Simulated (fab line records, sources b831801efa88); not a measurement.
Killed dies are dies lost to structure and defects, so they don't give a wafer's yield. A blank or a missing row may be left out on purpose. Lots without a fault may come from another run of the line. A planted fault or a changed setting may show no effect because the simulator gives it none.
Chamber matching | flow gf180mcu | GF_V3_CMP_26 on cmp-01: 4 sister chambers
The step polishes, stops on SiO2, t overpolish 15 s, target thk 0 nm. 20 wafers are shown with their chamber, then 10 later ones without.

WAFERS WITH THEIR CHAMBER
wafer  | chamber | motor_current_A (A) | time_to_endpoint_s (s) | overpolish_run_s (s)
L075.2 | 0       | 12.3                | 87                     | 15.014
L075.3 | 1       | 12.2                | 89                     | 14.995
L075.6 | 3       | 10.5                | 84                     | 14.991
L076.1 | 0       | 11.7                | 83                     | 15.008
L076.3 | 2       | 10.3                | 86                     | 15.005
L076.5 | 2       | 11.0                | 83                     | 14.986
L077.1 | 3       | 10.0                | 79                     | 15.012
L077.2 | 2       | 10.8                | 86                     | 14.999
L077.6 | 1       | 11.5                | 86                     | 15.006
L079.3 | 3       | 10.9                | 82                     | 14.997
L079.4 | 1       | 12.0                | 88                     | 14.991
L079.6 | 0       | 11.9                | 83                     | 15.011
L082.2 | 1       | 11.5                | 89                     | 14.995
L082.4 | 2       | 10.5                | 89                     | 14.992
L082.6 | 1       | 12.5                | 85                     | 15.011
L090.3 | 1       | 12.4                | 87                     | 15.001
L090.4 | 3       | 10.1                | 82                     | 14.983
L090.6 | 0       | 12.2                | 82                     | 15.009
L091.1 | 1       | 11.7                | 90                     | 14.989
L091.2 | 2       | 10.9                | 86                     | 14.999

SIGNATURES (means of the wafers above)
reading            | chamber 0 | chamber 1 | chamber 2 | chamber 3 | scatter within a chamber
motor_current_A    | 12.025    | 11.971    | 10.700    | 10.375    | 0.363
time_to_endpoint_s | 83.75     | 87.71     | 86.00     | 81.75     | 2.01
overpolish_run_s   | 15.01050  | 14.99829  | 14.99620  | 14.99575  | 0.0082
Rule: a wafer's distance from a chamber is the root of the sum, over the readings, of the square of ((its reading less the chamber's mean) divided by the reading's scatter). The wafer belongs to the nearest chamber; if the next one is less than 2 further off, it can't be placed. The scatter: the root of (the sum of the squares of (reading less its chamber's mean) over the shown wafers, divided by (wafers less chambers)).

WAFERS WITHOUT THEIR CHAMBER
wafer  | motor_current_A (A) | time_to_endpoint_s (s) | overpolish_run_s (s)
L091.3 | 11.8                | 88                     | 15.001
L092.2 | 11.8                | 86                     | 14.987
L092.4 | 10.6                | 84                     | 15.005
L092.6 | 12.9                | 80                     | 15.013
L093.2 | 10.3                | 82                     | 15.006
L093.5 | 11.1                | 81                     | 15.004
L093.6 | 10.0                | 88                     | 15.001
L097.2 | 11.0                | 83                     | 15.012
L097.3 | 10.1                | 87                     | 14.983
L097.4 | 11.8                | 82                     | 14.992

WHICH CHAMBER EACH WENT THROUGH
wafer  | from the rows above               | in truth
L091.3 | can't be placed: 1 or 0           | 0
L092.2 | can't be placed: 1 or 0 or 2      | 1
L092.4 | can't be placed: 2 or 3           | 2
L092.6 | can't be placed: 0 or 1           | 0
L093.2 | can't be placed: 3 or 2           | 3
L093.5 | can't be placed: 3 or 2 or 0 or 1 | 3
L093.6 | can't be placed: 2 or 3           | 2
L097.2 | can't be placed: 2 or 3 or 0 or 1 | 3
L097.3 | can't be placed: 2 or 3           | 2
L097.4 | can't be placed: 0 or 1 or 2 or 3 | 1
Placed correctly: 0 of 10. Can't be placed from these rows: 10 (the true chamber is among the candidates in 10). Placed wrongly: 0.
